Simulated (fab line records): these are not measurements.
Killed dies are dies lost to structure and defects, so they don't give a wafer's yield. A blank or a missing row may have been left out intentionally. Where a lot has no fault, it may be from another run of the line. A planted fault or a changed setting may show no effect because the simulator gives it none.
A sampling plan put to the test	flow sky130	one line in one fab, 39 faults in these records, each fault weighed on the records of the lots it struck
Plan = the line's own looks (route steps where a gauge or an inspection reads the wafer without altering it). A look can be judged if struck wafers have a number there and the file gives its usual mean and standard deviation on fault-free wafers. Caught: a look later than the fault's first step finds the struck wafers' mean 4 or more of those standard deviations (sigma) from the usual mean. On the tool: the fault's steps, tested the same way using the tool's own readings. Caught also covers a different recipe on the struck wafers, or a record left blank for those wafers only.

THE FAULTS, as the simulator had put them in
1. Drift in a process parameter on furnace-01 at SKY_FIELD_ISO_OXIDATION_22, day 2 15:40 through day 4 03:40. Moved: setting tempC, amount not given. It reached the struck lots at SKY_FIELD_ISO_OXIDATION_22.
2. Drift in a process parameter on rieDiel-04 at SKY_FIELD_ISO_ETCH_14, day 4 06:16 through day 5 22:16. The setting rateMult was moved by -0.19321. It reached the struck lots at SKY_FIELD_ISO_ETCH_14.
3. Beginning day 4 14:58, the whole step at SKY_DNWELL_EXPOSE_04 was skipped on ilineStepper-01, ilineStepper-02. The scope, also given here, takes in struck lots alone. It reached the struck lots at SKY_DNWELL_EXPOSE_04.
4. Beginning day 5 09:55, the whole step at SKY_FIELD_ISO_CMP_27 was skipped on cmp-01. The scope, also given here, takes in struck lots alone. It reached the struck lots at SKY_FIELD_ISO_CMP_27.
5. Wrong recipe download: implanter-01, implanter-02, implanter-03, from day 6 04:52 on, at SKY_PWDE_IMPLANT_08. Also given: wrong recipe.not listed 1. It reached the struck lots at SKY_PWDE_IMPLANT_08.
6. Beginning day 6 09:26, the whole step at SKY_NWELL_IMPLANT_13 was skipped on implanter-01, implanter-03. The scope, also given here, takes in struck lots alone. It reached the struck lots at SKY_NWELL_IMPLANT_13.
7. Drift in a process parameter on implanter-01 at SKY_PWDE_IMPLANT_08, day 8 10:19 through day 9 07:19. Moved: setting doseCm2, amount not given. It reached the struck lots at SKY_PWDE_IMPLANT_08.
8. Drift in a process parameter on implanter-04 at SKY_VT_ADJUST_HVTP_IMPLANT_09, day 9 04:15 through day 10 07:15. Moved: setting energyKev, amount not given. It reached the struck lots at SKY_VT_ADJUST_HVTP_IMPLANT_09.
9. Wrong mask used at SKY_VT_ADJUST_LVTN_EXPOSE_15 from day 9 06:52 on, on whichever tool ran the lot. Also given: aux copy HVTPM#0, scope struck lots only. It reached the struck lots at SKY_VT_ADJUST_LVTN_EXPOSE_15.
10. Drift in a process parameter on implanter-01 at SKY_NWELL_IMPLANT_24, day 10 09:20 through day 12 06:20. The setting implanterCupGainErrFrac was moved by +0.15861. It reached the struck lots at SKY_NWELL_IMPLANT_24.
11. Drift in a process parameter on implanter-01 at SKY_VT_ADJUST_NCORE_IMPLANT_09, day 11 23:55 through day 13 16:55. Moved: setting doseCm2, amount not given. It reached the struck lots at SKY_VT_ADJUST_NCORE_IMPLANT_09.
12. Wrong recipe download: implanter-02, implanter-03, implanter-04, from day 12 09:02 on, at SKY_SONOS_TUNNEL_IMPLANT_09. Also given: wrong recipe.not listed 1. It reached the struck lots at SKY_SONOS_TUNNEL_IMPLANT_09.
13. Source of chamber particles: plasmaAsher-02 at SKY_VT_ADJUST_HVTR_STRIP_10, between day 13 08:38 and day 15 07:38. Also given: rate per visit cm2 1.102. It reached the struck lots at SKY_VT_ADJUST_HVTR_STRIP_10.
14. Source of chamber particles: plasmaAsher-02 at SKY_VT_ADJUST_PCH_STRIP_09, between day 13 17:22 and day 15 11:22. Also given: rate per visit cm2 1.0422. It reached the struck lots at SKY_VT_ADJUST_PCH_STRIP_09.
15. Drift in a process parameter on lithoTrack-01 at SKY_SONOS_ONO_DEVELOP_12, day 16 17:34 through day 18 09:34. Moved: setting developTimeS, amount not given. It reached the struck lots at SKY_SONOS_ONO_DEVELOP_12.
16. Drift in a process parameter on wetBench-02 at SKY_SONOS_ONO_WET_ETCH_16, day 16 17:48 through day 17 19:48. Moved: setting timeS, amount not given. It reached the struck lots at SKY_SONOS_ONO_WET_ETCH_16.
17. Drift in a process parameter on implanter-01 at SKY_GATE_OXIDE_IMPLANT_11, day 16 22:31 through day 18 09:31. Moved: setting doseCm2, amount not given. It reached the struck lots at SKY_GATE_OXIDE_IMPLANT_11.
18. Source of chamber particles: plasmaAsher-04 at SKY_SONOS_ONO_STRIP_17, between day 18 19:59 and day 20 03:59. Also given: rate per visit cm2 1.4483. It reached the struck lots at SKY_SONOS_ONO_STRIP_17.
19. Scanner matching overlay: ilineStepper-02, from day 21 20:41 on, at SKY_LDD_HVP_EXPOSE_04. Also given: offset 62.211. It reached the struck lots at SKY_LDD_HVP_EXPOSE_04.
20. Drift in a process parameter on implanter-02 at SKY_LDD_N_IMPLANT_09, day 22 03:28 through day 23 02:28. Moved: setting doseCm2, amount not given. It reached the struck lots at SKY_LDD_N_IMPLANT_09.
21. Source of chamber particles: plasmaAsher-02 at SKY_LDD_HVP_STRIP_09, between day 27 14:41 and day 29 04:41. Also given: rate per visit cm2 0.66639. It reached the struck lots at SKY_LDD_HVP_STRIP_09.
22. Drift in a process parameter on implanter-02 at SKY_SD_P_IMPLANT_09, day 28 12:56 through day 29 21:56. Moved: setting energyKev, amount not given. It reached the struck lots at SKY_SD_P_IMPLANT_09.
23. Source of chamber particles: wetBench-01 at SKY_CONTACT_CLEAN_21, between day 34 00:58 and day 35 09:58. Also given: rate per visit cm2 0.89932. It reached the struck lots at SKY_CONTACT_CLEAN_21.
24. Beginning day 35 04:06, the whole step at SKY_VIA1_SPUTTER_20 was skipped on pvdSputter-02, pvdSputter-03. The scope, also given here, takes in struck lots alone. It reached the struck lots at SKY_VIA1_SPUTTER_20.
25. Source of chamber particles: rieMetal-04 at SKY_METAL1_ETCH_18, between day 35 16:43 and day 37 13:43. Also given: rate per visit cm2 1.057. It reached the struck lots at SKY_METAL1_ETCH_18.
26. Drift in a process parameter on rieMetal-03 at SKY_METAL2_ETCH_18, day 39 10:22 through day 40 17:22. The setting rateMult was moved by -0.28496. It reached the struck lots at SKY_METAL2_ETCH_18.
27. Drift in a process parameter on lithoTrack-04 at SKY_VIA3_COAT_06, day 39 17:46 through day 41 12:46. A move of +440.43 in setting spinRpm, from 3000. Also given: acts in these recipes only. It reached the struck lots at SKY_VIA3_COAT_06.
28. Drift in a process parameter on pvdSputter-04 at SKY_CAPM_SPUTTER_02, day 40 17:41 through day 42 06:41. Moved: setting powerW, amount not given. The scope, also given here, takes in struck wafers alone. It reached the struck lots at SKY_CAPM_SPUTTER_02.
29. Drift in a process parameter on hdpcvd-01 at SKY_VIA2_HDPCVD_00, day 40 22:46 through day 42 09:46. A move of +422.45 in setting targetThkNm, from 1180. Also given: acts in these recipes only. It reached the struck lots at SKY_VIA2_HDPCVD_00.
30. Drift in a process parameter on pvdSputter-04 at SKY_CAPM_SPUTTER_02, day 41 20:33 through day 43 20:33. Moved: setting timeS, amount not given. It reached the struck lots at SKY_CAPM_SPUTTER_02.
31. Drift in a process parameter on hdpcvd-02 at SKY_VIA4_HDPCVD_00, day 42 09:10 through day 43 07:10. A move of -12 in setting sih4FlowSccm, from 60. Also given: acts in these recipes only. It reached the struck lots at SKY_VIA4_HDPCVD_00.
32. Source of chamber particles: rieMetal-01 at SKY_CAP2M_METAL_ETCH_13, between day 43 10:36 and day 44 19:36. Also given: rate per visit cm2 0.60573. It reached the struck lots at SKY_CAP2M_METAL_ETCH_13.
33. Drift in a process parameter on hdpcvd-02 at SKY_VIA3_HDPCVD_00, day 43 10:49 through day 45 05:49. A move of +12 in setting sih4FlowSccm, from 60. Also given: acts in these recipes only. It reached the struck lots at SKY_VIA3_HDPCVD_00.
34. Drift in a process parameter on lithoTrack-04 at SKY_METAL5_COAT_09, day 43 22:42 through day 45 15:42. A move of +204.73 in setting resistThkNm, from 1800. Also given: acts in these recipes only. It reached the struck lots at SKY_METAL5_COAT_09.
35. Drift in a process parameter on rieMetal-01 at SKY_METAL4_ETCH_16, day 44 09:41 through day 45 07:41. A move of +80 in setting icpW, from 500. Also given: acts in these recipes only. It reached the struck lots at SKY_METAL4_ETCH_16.
36. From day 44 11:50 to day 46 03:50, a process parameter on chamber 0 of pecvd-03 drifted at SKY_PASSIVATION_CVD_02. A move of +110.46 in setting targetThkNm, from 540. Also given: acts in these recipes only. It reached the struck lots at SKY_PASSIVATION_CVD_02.
37. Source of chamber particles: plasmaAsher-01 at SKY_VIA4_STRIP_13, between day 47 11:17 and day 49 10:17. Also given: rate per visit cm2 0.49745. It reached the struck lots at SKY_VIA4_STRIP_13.
38. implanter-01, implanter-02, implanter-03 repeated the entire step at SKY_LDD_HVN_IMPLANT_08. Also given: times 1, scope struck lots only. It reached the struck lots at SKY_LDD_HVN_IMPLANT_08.
39. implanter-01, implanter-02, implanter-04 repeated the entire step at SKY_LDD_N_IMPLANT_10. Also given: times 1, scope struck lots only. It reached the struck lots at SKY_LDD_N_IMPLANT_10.

WHAT THE PLAN SAW
fault	on the tool itself	first look that catches it	reading, sigma	median hours from its first step to that look	hours from the fault's start to the first struck lot there	judged looks passed uncaught
1	tubeCenterTempC -99 or beyond sigma	SKY_FIELD_ISO_THK_MEAS_23	FIELD_ISO_OXIDATION_01_THK -23	1.2	5	0
2	under 2 sigma	not the one look that can be judged after it	-	-	-	1
3	no reading that can be judged	SKY_DNWELL_TW_MEAS_09	DNWELL_TW -99 or beyond	8.3	16	0
4	the tool's record is blank for the struck wafers	no look after it can be judged	-	-	-	0
5	no reading that can be judged	SKY_PWDE_TW_MEAS_10	PWDE_TW +99 or beyond	0.2	6	0
6	the tool's record is blank for the struck wafers	SKY_NWELL_RS_MEAS_29	NWELL_RS +16	19.7	27	0
7	doseIonsCm2 +99 or beyond sigma	SKY_PWDE_TW_MEAS_10	PWDE_TW +9.5	0.2	10	0
8	beamEnergyKeV +99 or beyond sigma	SKY_VT_ADJUST_HVTP_TW_MEAS_11	VT_ADJUST_HVTP_TW +4.6	0.2	5	0
9	no reading that can be judged	SKY_VT_ADJUST_LVTN_TW_MEAS_21	VT_ADJUST_LVTN_2_TW -99 or beyond	10.9	20	0
10	faradayCurrentUA +8.1 sigma	SKY_NWELL_TW_MEAS_26	NWELL_2_TW -5.8	0.2	7	0
11	doseIonsCm2 -99 or beyond sigma	SKY_VT_ADJUST_NCORE_TW_MEAS_11	VT_ADJUST_NCORE_TW -18	0.2	8	0
12	no reading that can be judged	SKY_SONOS_TUNNEL_TW_MEAS_12	SONOS_TUNNEL_TW +65	0.4	1	0
13	under 2 sigma	not the one look that can be judged after it	-	-	-	1
14	under 2 sigma	not the one look that can be judged after it	-	-	-	1
15	no reading that can be judged	SKY_SONOS_ONO_CD_MEAS_13	cdNm -9.7	0.2	5	0
16	runLengthS -48 sigma	none of the 4 looks that can be judged after it	-	-	-	4
17	doseIonsCm2 -99 or beyond sigma	SKY_GATE_OXIDE_TW_MEAS_14	GATE_OXIDE_TW -19	0.3	22	0
18	under 2 sigma	no look after it can be judged	-	-	-	0
19	under 2 sigma	SKY_LDD_HVP_OVL_MEAS_07	LDD_HVP_OVL +47	14.8	17	0
20	doseIonsCm2 +99 or beyond sigma	no look after it can be judged	-	-	-	0
21	under 2 sigma	none of the 2 looks that can be judged after it	-	-	-	2
22	beamEnergyKeV -99 or beyond sigma	SKY_SD_N_RS_MEAS_17	SD_P_RS +8.2	56.4	75	1
23	no reading that can be judged	no look after it can be judged	-	-	-	0
24	the tool's record is blank for the struck wafers	no look after it can be judged	-	-	-	0
25	under 2 sigma	not the one look that can be judged after it	-	-	-	1
26	oesProductAu -6.7 sigma	no look after it can be judged	-	-	-	0
27	spinSpeedRpm +99 or beyond sigma	no look after it can be judged	-	-	-	0
28	cathodeDcPowerW +99 or beyond sigma	SKY_CAPM_RS_MEAS_03	CAPM_TIN_RS -11	0.1	11	0
29	under 2 sigma	SKY_VIA2_THK_MEAS_01	VIA2_HDPCVD_THK +35	0.1	1	0
30	under 2 sigma	SKY_CAPM_RS_MEAS_03	CAPM_TIN_RS +7.0	0.2	4	0
31	sih4FlowSccm -70 sigma	SKY_VIA4_THK_MEAS_01	VIA4_HDPCVD_THK -18	0.2	2	0
32	under 2 sigma	no look after it can be judged	-	-	-	0
33	sih4FlowSccm +63 sigma	SKY_VIA3_THK_MEAS_01	VIA3_HDPCVD_THK +17	0.2	6	0
34	under 2 sigma	no look after it can be judged	-	-	-	0
35	rfFwdPowerW +49 sigma	no look after it can be judged	-	-	-	0
36	under 2 sigma	SKY_PASSIVATION_THK_MEAS_03	PASSIVATION_CVD_02_THK +13	0.2	5	0
37	under 2 sigma	not the one look that can be judged after it	-	-	-	1
38	no reading that can be judged	SKY_LDD_HVN_TW_MEAS_10	LDD_HVN_TW +32	0.6	-	0
39	no reading that can be judged	none of the 3 looks that can be judged after it	strongest: LDD_N_TW at SKY_LDD_N_TW_MEAS_17, +3.9	-	-	3
A dash: the fault is not caught, or the number is missing from these records.

Caught at a look: 21 of 39. Caught on the tool: 18 of 39. By one or the other: 28 of 39.
Faults caught by the tool alone: 4, 16, 20, 24, 26, 27, 35.
Caught at a look alone: faults 3, 5, 9, 12, 15, 19, 29, 30, 36, 38.
Caught by neither: faults 2, 13, 14, 18, 21, 23, 25, 32, 34, 37, 39.

THINNER SAMPLING
In the worst case, this is how late the first struck lot would be measured if the look that catches a fault measured only every second or every third lot, by lot number:
fault	struck lots at that look, in order of time	every lot	every second lot	every third lot
1	L560, L561	5 h	7 h	may miss all 2
3	L965, L966, L967	16 h	25 h	26 h
5	L498, L499, L500, L501	6 h	6 h	15 h
6	L377, L378	27 h	40 h	may miss all 2
7	L955, L957	10 h	may miss all 2	may miss all 2
8	L408, L409	5 h	6 h	may miss all 2
9	L683	20 h	may miss it	may miss it
10	L224, L225	7 h	16 h	may miss all 2
11	L386, L387	8 h	29 h	may miss all 2
12	L132, L133, L134, L135	1 h	7 h	22 h
15	L304, L307	5 h	31 h	may miss all 2
17	L321, L322	22 h	32 h	may miss all 2
19	L618, L619, L622, L626	17 h	23 h	103 h
22	L909, L910, L911	75 h	79 h	86 h
28	L264, L266	11 h	may miss all 2	may miss all 2
29	L351, L352	1 h	4 h	may miss all 2
30	L410, L411	4 h	8 h	may miss all 2
31	L574, L576	2 h	may miss all 2	may miss all 2
33	L437, L442, L444	6 h	27 h	33 h
36	L302	5 h	may miss it	may miss it
The hour figures run from when the fault began to the first measured lot among those it struck. The test against the limit of 4 sigma pooled every struck wafer, which means one lot taken alone may stay below that limit. Other struck lots may not be in these records.

THE LONGEST TIMED WAY FROM STEP TO LOOK
Fault 22: the median time between SKY_SD_P_IMPLANT_09 and SKY_SD_N_RS_MEAS_17 is 56.4 hours. The look between them that can be judged stayed within 4 sigma: SKY_SD_P_TW_MEAS_11.
